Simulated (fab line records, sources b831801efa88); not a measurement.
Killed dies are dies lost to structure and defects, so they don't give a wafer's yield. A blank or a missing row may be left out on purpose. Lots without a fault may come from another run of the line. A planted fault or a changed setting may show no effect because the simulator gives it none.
Which tool did it? | flow sky130 | 11 lots, 33 wafers sampled, at 5 steps of a route of 708

WHAT THE GAUGES READ, wafer by wafer
SKY_PWDE_TW_MEAS_10. Usual: PWDE_TW 369.5, standard deviation 2.6.
lot  | measured    | on            | PWDE_TW           | flag
L996 | day 4 16:34 | film_metro-02 | 368.4 367.8 366.7 |
L997 | day 4 20:36 | film_metro-01 | 372.1 371.7 371.5 |
L998 | day 5 02:10 | film_metro-02 | 372.0 369.1 367.7 |
L101 | day 5 18:07 | film_metro-04 | 372.2 374.2 371.3 |
L109 | day 7 16:38 | film_metro-02 | 328.6 332.9 328.9 | OFF
L110 | day 7 22:16 | film_metro-01 | 330.8 330.0 328.3 | OFF
L111 | day 8 00:27 | film_metro-01 | 371.9 372.6 370.4 |
L112 | day 8 08:31 | film_metro-02 | 365.7 368.0 367.9 |
L114 | day 8 18:41 | film_metro-01 | 367.9 371.5 371.6 |
L115 | day 9 02:46 | film_metro-02 | 367.3 367.2 366.4 |
L116 | day 9 11:21 | film_metro-01 | 369.2 368.7 370.8 |

SKY_NWELL_TW_MEAS_26. Usual: NWELL_2_TW 490, standard deviation 3.9.
lot  | measured     | on            | NWELL_2_TW  | flag
L996 | day 6 06:09  | film_metro-01 | 488 490 490 |
L997 | day 6 10:44  | film_metro-02 | 484 489 488 |
L998 | day 6 16:42  | film_metro-04 | 500 500 498 |
L101 | day 7 08:37  | film_metro-04 | 496 498 497 |
L109 | day 9 10:54  | film_metro-02 | 487 486 489 |
L110 | day 9 17:32  | film_metro-02 | 486 486 485 |
L111 | day 9 19:12  | film_metro-04 | 496 495 495 |
L112 | day 10 05:37 | film_metro-01 | 490 493 492 |
L114 | day 10 16:10 | film_metro-01 | 489 491 491 |
L115 | day 11 00:50 | film_metro-01 | 488 489 487 |
L116 | day 11 09:01 | film_metro-02 | 488 486 486 |

SKY_NWELL_RS_MEAS_31: measures by four-point-probe. Usual: PWDE_RS 5279 ohm/sq, standard deviation 20.
lot  | measured     | on            | PWDE_RS (ohm/sq) | flag
L996 | day 6 06:36  | film_metro-04 | 5286 5299 5290   |
L997 | day 6 11:12  | film_metro-01 | 5270 5287 5269   |
L998 | day 6 17:10  | film_metro-01 | 5284 5274 5285   |
L101 | day 7 09:04  | film_metro-01 | 5277 5264 5279   |
L109 | day 9 11:23  | film_metro-02 | 7091 7102 7107   | OFF
L110 | day 9 18:01  | film_metro-04 | 7141 7152 7144   | OFF
L111 | day 9 19:39  | film_metro-02 | 5275 5281 5289   |
L112 | day 10 06:05 | film_metro-02 | 5238 5218 5235   |
L114 | day 10 16:38 | film_metro-02 | 5293 5275 5280   |
L115 | day 11 01:18 | film_metro-04 | 5304 5303 5320   |
L116 | day 11 09:29 | film_metro-01 | 5264 5310 5279   |

WHICH TOOL RAN EACH LOT (tool, then ch and the chambers of the sampled wafers, then the start)
lot  | SKY_FIELD_ISO_STRIP_16              | SKY_PWDE_IMPLANT_08
L996 | plasma_asher-03 ch 1, day 3 00:02   | implanter-02 ch 0, day 4 16:19
L997 | plasma_asher-01 ch 0,1, day 3 02:56 | implanter-04 ch 0, day 4 20:21
L998 | plasma_asher-01 ch 0,1, day 3 08:11 | implanter-04 ch 0, day 5 01:55
L101 | plasma_asher-02 ch 0,1, day 3 22:10 | implanter-02 ch 0, day 5 17:52
L109 | plasma_asher-02 ch 0,1, day 5 16:07 | implanter-04 ch 0, day 7 16:26
L110 | plasma_asher-03 ch 0,1, day 5 23:11 | implanter-04 ch 0, day 7 22:03
L111 | plasma_asher-02 ch 0,1, day 6 01:59 | implanter-03 ch 0, day 8 00:12
L112 | plasma_asher-03 ch 0,1, day 6 08:59 | implanter-03 ch 0, day 8 08:18
L114 | plasma_asher-03 ch 0,1, day 6 18:38 | implanter-03 ch 0, day 8 18:25
L115 | plasma_asher-01 ch 0,1, day 7 02:43 | implanter-03 ch 0, day 9 02:32
L116 | plasma_asher-03 ch 0,1, day 7 07:19 | implanter-03 ch 0, day 9 11:06
- SKY_FIELD_ISO_STRIP_16: strips in O2/N2.
- SKY_PWDE_IMPLANT_08

WHAT THE TOOLS THEMSELVES READ (means of the sampled wafers that have a number; where no wafer has one, the mark that the record gives instead)
SKY_FIELD_ISO_STRIP_16. Usual: drypump_motor_current_A 5.7 A, standard deviation 0.45; n2_flow_sccm 300.0 sccm, standard deviation 0.85; oes_product_au 0.378 a.u., standard deviation 0.0045; strip_time_to_endpoint_s 3.550 s, standard deviation 0.027.
lot  | tool            | drypump_motor_current_A (A) | n2_flow_sccm (sccm) | oes_product_au (a.u.) | strip_time_to_endpoint_s (s) | flag
L996 | plasma_asher-03 | 5.5                         | 299.3               | 0.375                 | 3.540                        |
L997 | plasma_asher-01 | 5.6                         | 300.3               | 0.376                 | 3.531                        |
L998 | plasma_asher-01 | 5.4                         | 300.2               | 0.379                 | 3.561                        |
L101 | plasma_asher-02 | 6.2                         | 299.6               | 0.379                 | 3.573                        |
L109 | plasma_asher-02 | 6.1                         | 300.0               | 0.384                 | 3.552                        |
L110 | plasma_asher-03 | 5.4                         | 300.9               | 0.375                 | 3.559                        |
L111 | plasma_asher-02 | 6.3                         | 299.8               | 0.378                 | 3.568                        |
L112 | plasma_asher-03 | 5.4                         | 300.5               | 0.375                 | 3.528                        |
L114 | plasma_asher-03 | 5.4                         | 300.0               | 0.380                 | 3.579                        |
L115 | plasma_asher-01 | 5.4                         | 298.9               | 0.377                 | 3.505                        |
L116 | plasma_asher-03 | 5.4                         | 299.4               | 0.379                 | 3.545                        |

SKY_PWDE_IMPLANT_08. Usual: dose_ions_cm2 3.6e+12, standard deviation 3.8e+09; end_station_pressure_torr 5.01e-06 Torr, standard deviation 2.6e-07; faraday_current_uA 20.3, standard deviation 0.39.
lot  | tool         | dose_ions_cm2 | end_station_pressure_torr (Torr) | faraday_current_uA | flag
L996 | implanter-02 | 3.6e+12       | 5.13e-06                         | 20.0               |
L997 | implanter-04 | 3.6e+12       | 4.96e-06                         | 20.5               |
L998 | implanter-04 | 3.6e+12       | 5.26e-06                         | 20.6               |
L101 | implanter-02 | 3.6e+12       | 5.07e-06                         | 20.3               |
L109 | implanter-04 | 2.5e+12       | 5.14e-06                         | 14.0               | OFF
L110 | implanter-04 | 2.5e+12       | 4.78e-06                         | 14.0               | OFF
L111 | implanter-03 | 3.6e+12       | 5.09e-06                         | 20.0               |
L112 | implanter-03 | 3.6e+12       | 4.93e-06                         | 20.3               |
L114 | implanter-03 | 3.6e+12       | 4.89e-06                         | 20.3               |
L115 | implanter-03 | 3.6e+12       | 5.19e-06                         | 20.2               |
L116 | implanter-03 | 3.6e+12       | 5.04e-06                         | 20.6               |

THE ANSWER, worked out from the rows above alone
Rule: a lot is off if the mean of its wafers that have a number lies more than 3 standard deviations from the usual mean. A lot without any number at a reading at which 4 lots or more have one is off too. The other lots that the step has rows for count as sound. The gauges are gone through in route order, then the tools' own readings, and for those a lot's mean is taken as printed above. The first step at which some lot is off is used, and at that step the reading that is off furthest; a lot without a number counts as furthest.
Off: L109, L110, at SKY_PWDE_TW_MEAS_10 (PWDE_TW).
A tool fits if, at a process step before that reading, it ran every lot that is off, and no sound lot after the first of them. The gauges at SKY_PWDE_TW_MEAS_10 aren't tried: what is off there is off at SKY_PWDE_IMPLANT_08 too, on other tools, and a gauge's error can't cause that. One fits: implanter-04 at SKY_PWDE_IMPLANT_08. Its last sound lot is L998 (day 5 01:55), its first lot that is off L109 (day 7 16:26): a fault that began between those two fits.
The tool's own readings at SKY_PWDE_IMPLANT_08 bear it out: on the lots that are off they differ by more than 5 times the standard deviation of the sound lots' means. dose_ions_cm2 reads 2.5e+12 there against 3.6e+12 on the sound lots; faraday_current_uA reads 14.0 there against 20.3 on the sound lots.

WHAT THE SIMULATOR HAD PUT IN
Process parameter drift: implanter-04, from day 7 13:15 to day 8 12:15, at SKY_PWDE_IMPLANT_08. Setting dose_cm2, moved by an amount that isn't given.
Lots struck among those shown: L109, L110. The rule above found the same.
